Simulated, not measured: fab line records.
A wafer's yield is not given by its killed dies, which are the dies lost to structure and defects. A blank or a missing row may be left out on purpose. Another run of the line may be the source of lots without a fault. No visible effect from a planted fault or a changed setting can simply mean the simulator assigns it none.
Which tool was responsible? | flow sky130 | at 1 step of a route of 708, 6 lots with 18 wafers sampled

WHAT THE GAUGES SHOWED, per wafer
SKY_POLY_GATE_OVL_MEAS_14.
lot  | measured     | on         | POLY_GATE_OVL (nm)
L896 | day 16 23:14 | overlay-02 | 4 2 1
L901 | day 19 06:43 | overlay-01 | 1 -7 -2
L905 | day 20 23:38 | overlay-02 | -5 -6 0
L907 | day 21 12:31 | overlay-02 | -17 -6 -11
L913 | day 23 01:19 | overlay-02 | 5 0 1
L915 | day 24 00:13 | overlay-01 | 1 2 10

WHICH TOOL RAN EACH LOT (tool, then ch and the chambers of the sampled wafers, then the start)
Before these readings, the record contains no process step.

THE ANSWER, worked out from the rows above alone
Rule: what is usual is taken from the lots themselves. The widest of any qualifying gaps counts: lots, ordered by their means at a reading, are off when they make up no more than a third of the lots, leave a main group of 4 or more, and stand apart from it by 3 or more times the standard deviation of that group's means. Not used: any main group whose means are identical at the precision the tables above print for the reading. Also off: a lot with no number at a reading for which 4 or more lots have one. All remaining lots with rows at the step are treated as sound.
Across all readings shown, no lot is off: no conclusion can be drawn from this.

WHAT THE SIMULATOR HAD PUT IN
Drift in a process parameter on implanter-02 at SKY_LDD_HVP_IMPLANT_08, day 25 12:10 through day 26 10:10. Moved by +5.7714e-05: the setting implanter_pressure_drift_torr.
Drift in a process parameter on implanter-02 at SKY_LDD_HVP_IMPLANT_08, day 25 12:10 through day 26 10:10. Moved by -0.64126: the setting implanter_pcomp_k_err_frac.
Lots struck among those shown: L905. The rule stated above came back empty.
